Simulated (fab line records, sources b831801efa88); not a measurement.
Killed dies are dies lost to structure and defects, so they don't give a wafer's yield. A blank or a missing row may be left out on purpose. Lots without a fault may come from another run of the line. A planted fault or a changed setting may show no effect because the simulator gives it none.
A struck lot beside a sound one | flow sky130 | 25 steps out of a route of 708
Sound: wafers L939.2, L939.3, L939.5. Struck: wafers L945.1, L945.4. The cause comes at the end.
At each step with rows: each side's tool, then ch and its chambers, then its first start. Under that, the readings that differ: sound wafers | struck wafers | difference of the means | sigmas: that difference in standard deviations of wafers without a fault.
alike: readings whose means differ by less than 2 such deviations, and words and numbers that are the same on both sides. not compared: withheld readings, readings that some wafer has no value for, bounds like >300 that may hide the same value, and numbers for which the record gives no deviation and whose values overlap.
The two part at a step that has a row with sigmas, a row that says differs or no value, or rows on one side only. Numbers that don't overlap but have no deviation are shown without sigmas and don't part them. A reading that every wafer of one side lacks parts them only if that side has two wafers or more.

first, 9 steps without rows for these wafers: SKY_LI_CONTACT_ETCH_14 (etches BARC in N2/H2, stops on SiO2, time 45.9 s, target depth 60 nm); SKY_LI_CONTACT_ETCH_15 (etches PSG in C4F8/O2/Ar, stops on Si, target depth 600 nm); SKY_LI_CONTACT_STRIP_16 (strips in O2/N2); SKY_LI_CONTACT_CLEAN_17 (cleans in NMP, time 600 s); SKY_LI_CONTACT_PRE_CLEAN_18 (time 5.6 s); SKY_LI_CONTACT_SPUTTER_19 (material Ti, target thk 20 nm, time 106.37 s); SKY_LI_CONTACT_SPUTTER_20 (material TiN, target thk 20 nm, time 80 s); SKY_LI_CONTACT_CVD_21 (deposits W, target thk 400 nm, time 120.56 s); SKY_LI_CONTACT_CMP_24 (polishes, stops on PSG, t overpolish 20 s, target thk 0 nm).
SKY_LOCAL_INTERCONNECT_SPUTTER_00: material TiN, target thk 100 nm, time 83.3 s.
  sound on pvd_sputter-01, day 29 05:10; struck on pvd_sputter-01, day 31 07:49
  reading                                                | sound           | struck      | difference | sigmas
  model.TiN_of_LOCAL_INTERCONNECT_SPUTTER_00.thk_nm (nm) | 101.8 102 101.9 | 42.28 42.91 | -59.31     |
  alike: throttle_valve_pct
SKY_LOCAL_INTERCONNECT_RS_MEAS_01: measures by four-point-probe.
  sound on film_metro-04, day 29 05:14; struck on film_metro-03, day 31 08:10
  reading                            | sound             | struck      | difference | sigmas
  LOCAL_INTERCONNECT_TIN_RS (ohm/sq) | 13.91 13.85 13.89 | 35.47 34.90 | +21.30     | +99 or more
  not compared: hold
SKY_LOCAL_INTERCONNECT_THK_MEAS_02: measures by xrf.
  sound on film_metro-04, day 29 05:21; struck on film_metro-03, day 31 11:37
  reading                         | sound             | struck    | difference | sigmas
  LOCAL_INTERCONNECT_TIN_THK (nm) | 101.5 102.0 101.7 | 42.3 42.9 | -59.1      | -45
  not compared: hold
then, 8 steps without rows for these wafers: SKY_LOCAL_INTERCONNECT_HMDS_04 (prime time 60 s); SKY_LOCAL_INTERCONNECT_COAT_05 (resist thk 60 nm); SKY_LOCAL_INTERCONNECT_COAT_06 (resist thk 450 nm); SKY_LOCAL_INTERCONNECT_SOFTBAKE_07 (time 90 s); SKY_LOCAL_INTERCONNECT_EXPOSE_08 (exposes mask LI1M, target cd 170 nm); SKY_LOCAL_INTERCONNECT_PEB_09; SKY_LOCAL_INTERCONNECT_DEVELOP_10 (develop time 60 s); SKY_LOCAL_INTERCONNECT_ETCH_13 (etches BARC in N2/H2, stops on SiO2, time 45.9 s, target depth 60 nm).
SKY_LOCAL_INTERCONNECT_METAL_ETCH_14: etches TiN in Cl2/BCl3, stops on PSG, target depth 110 nm, time 31.4 s.
  sound on rie_metal-02 ch 0,1, day 30 09:09; struck on rie_metal-01 ch 0, day 32 11:35
  reading                | sound                | struck        | difference | sigmas
  oes_product_au (a.u.)  | 0.948 0.948 0.946    | 0.615 0.622   | -0.329     | -40
  throttle_valve_pct (%) | 21.881 21.888 21.890 | 22.118 22.095 | +0.220     | +20
  alike: chamber_pressure_mTorr, drypump_motor_current_A, he_backside_leak_sccm
  not compared: rf_hours_counter_h
then, 1 step without rows for these wafers: SKY_LOCAL_INTERCONNECT_STRIP_15 (strips in O2/N2).
SKY_LOCAL_INTERCONNECT_STRIP_16: strips in post etch residue remover, time 1200 s.
  sound on wet_bench-04 ch 3, day 30 09:19; struck on wet_bench-01 ch 2, day 32 11:44
  reading                                                | sound             | struck      | difference | sigmas
  model.TiN_of_LOCAL_INTERCONNECT_SPUTTER_00.thk_nm (nm) | 101.4 101.6 101.5 | 41.86 42.48 | -59.33     |
  alike: temp_c
then, 1 step without rows for these wafers: SKY_LOCAL_INTERCONNECT_CLEAN_17 (cleans in IPA, time 180 s).
-- the record jumps here: 15 days lie between the struck wafers' starts before and after (it left off in module LOCAL_INTERCONNECT and takes up again in module PAD_OPEN, whose first step shown is number 708 of the route) --
SKY_PAD_OPEN_PROBE_99:
  sound on prober-02, day 45 18:35; struck on prober-02, day 47 11:59
  reading                        | sound             | struck      | difference | sigmas
  model.etest.res_li.line_ohm_um | 75.04 74.06 73.84 | 180.7 178.1 | +105.1     |
  model.etest.res_li.rs_ohm_sq   | 12.57 12.63 12.61 | 30.51 30.33 | +17.82     |
  model.etest.mcon_chain.rc_ohm  | 16.92 16.58 16.35 | 25.15 24.62 | +8.27      |
  alike: killed_at_M0_to_M3, killed_at_M4_up, killed_at_contacts, killed_at_front_end, killed_at_other, killed_dies, killed_open, killed_short

WHERE THEY PART
First at SKY_LOCAL_INTERCONNECT_RS_MEAS_01; last, within this record, at SKY_LOCAL_INTERCONNECT_METAL_ETCH_14. Later steps at which nothing parts them and some readings are alike: SKY_LOCAL_INTERCONNECT_STRIP_16, SKY_PAD_OPEN_PROBE_99.

WHY: what the simulator had put in
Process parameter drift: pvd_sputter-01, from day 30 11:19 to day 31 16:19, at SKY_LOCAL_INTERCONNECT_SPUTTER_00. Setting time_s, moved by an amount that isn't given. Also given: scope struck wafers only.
